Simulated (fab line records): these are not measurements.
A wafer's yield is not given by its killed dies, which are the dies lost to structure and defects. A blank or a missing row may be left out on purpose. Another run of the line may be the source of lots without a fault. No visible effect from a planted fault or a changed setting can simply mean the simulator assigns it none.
2 desks, one fault | flow gf180mcu | only its own numbers are on each desk; what lay behind them is given at the end

## AT THE METROLOGY DESK
What the gauges read for every lot (on any tool): the sampled wafers with a number, averaged. A lot is out of limits, marked OUT, if its mean lies more than 4 standard deviations from the usual mean; the brackets give that distance.
Columns: A = V4_W_RS at GF_V4_RS_MEAS_24, usual 0.327 ohm/sq; B = V4_W_THK at GF_V4_THK_MEAS_25, usual 346 nm; C = MIM_CVD_05_THK at GF_MIM_THK_MEAS_06, usual 42.0 nm; D = MIM_ALCU_RS at GF_MIM_RS_MEAS_10, usual 0.1600 ohm/sq; E = MIM_ALCU_THK at GF_MIM_THK_MEAS_11, usual 199.2 nm; F = cd nm at GF_M5_CD_MEAS_07, usual 279.9 nm; G = M5_OVL at GF_M5_OVL_MEAS_08, usual -5 nm
lot  | first seen here | A     | B   | C    | D      | E     | F     | G
L621 | day 24 15:32    | 0.328 | 346 | 41.9 | 0.1595 | 199.6 | 277.6 | -2
L625 | day 25 22:17    | 0.334 | 343 | 42.4 | 0.1637 | 193.2 | 283.2 | -7
L632 | day 28 02:17    | 0.329 | 343 | 41.9 | 0.1593 | 200.4 | 281.1 | -3
L633 | day 28 16:10    | 0.330 | 341 | 41.5 | 0.1588 | 200.9 | 281.1 | -6
L634 | day 28 20:27    | 0.331 | 340 | 42.2 | 0.1594 | 200.3 | 280.2 | -10
L636 | day 29 07:40    | 0.331 | 343 | 41.6 | 0.1585 | 201.5 | 278.9 | -8
L639 | day 30 00:19    | 0.330 | 343 | 43.0 | 0.1594 | 200.6 | 279.4 | -8
Result from this desk: across the 7 lots, nothing is out of limits.

## TOOL OWNER'S DESK, pvd sputter-01
The tool's own readings at GF_MIM_SPUTTER_09 (material TiN, target thk 35 nm, time 29.2 s): means of the sampled wafers that have a number, for each lot that ran on this tool. A lot is out of limits, marked OUT, if its mean lies more than 4 standard deviations from the usual mean; the brackets give that distance.
Columns: A = throttle valve pct at GF_MIM_SPUTTER_09, usual 30.0 %
lot  | first seen here | A
L621 | day 24 16:22    | 28.9
L632 | day 28 03:08    | 30.2
L633 | day 28 17:02    | 29.7
L634 | day 28 21:16    | 30.5
Result from this desk: across the 4 lots, nothing is out of limits.

## TAKEN TOGETHER
From the metrology desk's view, nothing was out of limits.
The tool owner's desk saw nothing out of limits.

## WHAT THE SIMULATOR HAD PUT IN
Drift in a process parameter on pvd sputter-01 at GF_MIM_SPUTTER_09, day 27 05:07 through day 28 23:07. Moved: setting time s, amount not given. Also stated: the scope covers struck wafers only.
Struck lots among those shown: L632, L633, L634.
